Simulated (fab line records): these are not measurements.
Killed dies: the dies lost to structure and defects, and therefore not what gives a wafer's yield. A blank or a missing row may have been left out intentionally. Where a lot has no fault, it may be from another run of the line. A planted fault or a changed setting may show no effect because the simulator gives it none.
Code-filled problem report in 8D (eight disciplines) form / flow gf180mcu / the parts of the form that need people (team, actions taken, sign-off) are left out

1. THE ISSUE
GF_V3_CMP_04, time_to_endpoint_s: mean 15 s over 1 wafer from 1 lot; wafers with no fault: 80 s, standard deviation 5.2. That puts it -12 standard deviations away from the usual mean.
The step: polishes SiO2.
Seen first at day 23 17:47 on cmp-02, wafer L356.3. Wafers with a number at this step in the record: 39, from 13 lots. Rule for "out", or "out of limits": more than 4 standard deviations from the usual mean. The rest of the wafers with a number are treated as sound.

2. WHAT THIS IS AND IS NOT
question=which readings at this step | is=time_to_endpoint_s | is not=motor_current_A
question=which lots | is=L356 | is not=L351, L353, L354, L364, L365, L366, L367, L368, L369, L370, L371, L372
question=which wafers of those lots | is=L356.3 | is not=L356.5, L356.6
question=read on which tools | is=cmp-02 | is not=cmp-01
question=when | is=from day 23 17:47 | is not=up to then (11 sound wafers); but 27 sound wafers of L364, L365, L366, L367, L368, L369, L370, L371, L372 came after

3. WHAT RULES OUT EACH SUSPECT
Counting: any tool at a process step up to the reading remains a suspect provided it ran every lot that is out. Sound lots after the first of them don't rule it out here, since some wafers of a struck lot are sound.
- pvd_sputter-04 at GF_V2_SPUTTER_21 (material Ti, target thk 15 nm, time 80.02 s): kept. It processed L356, the lot that is out, at day 22 16:06, and its most recent sound lot before then was L354 at day 21 13:31.
- pvd_sputter-03 at GF_M3_SPUTTER_01 (material TiN, target thk 30 nm, time 25 s): kept. It processed L356, the lot that is out, at day 22 16:53, and its most recent sound lot before then was L351 at day 21 00:39.
- cmp-02 at GF_V3_CMP_04 (polishes SiO2): kept. It processed L356, the lot that is out, at day 23 17:47, and its most recent sound lot before then was L354 at day 22 14:28. Its own readings are out on those wafers: time_to_endpoint_s.
- At GF_V3_CMP_04, inside cmp-02: chamber 0 took the wafers that are out, while their sound lot-mates went through chambers 2, 3.
Left after counting: pvd_sputter-04 at GF_V2_SPUTTER_21, pvd_sputter-03 at GF_M3_SPUTTER_01, cmp-02 at GF_V3_CMP_04.

4. THE CAUSE (what the simulator had put in)
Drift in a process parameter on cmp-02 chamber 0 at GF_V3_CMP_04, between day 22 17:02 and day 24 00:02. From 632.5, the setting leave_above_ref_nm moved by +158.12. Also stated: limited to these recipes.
Counting left 3 suspects, and this tool is among them.

5. THE CHAIN OF EFFECTS, in route order
Rows list readings where the struck wafers' mean (over those with a number) sits beyond 3 standard deviations from the usual. Only readings for which the record gives a usual standard deviation are gone through. hours: the time from each lot's start at the first step in this table that gives one to its start at this step, as a median over the lots. sigmas: the change in usual standard deviations.
hours=0; step=GF_V3_CMP_04; reading=time_to_endpoint_s; usual=80 s; on struck wafers=15; change=-65; sigmas=-12
hours=-; step=GF_V3_ETCH_17; reading=oes_product_au; usual=0.856 a.u.; on struck wafers=0.972; change=+0.116; sigmas=+25
Its process steps:
- GF_V3_CMP_04: polishes SiO2.
- GF_V3_ETCH_17: etches SiO2 in C4F8/O2/Ar, stops on TiN, target depth 635 nm.

6. HOW IT WOULD HAVE BEEN CAUGHT EARLIER
In this record no reading fell out of limits until day 23 17:47, 25 hours after the fault had begun at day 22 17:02.
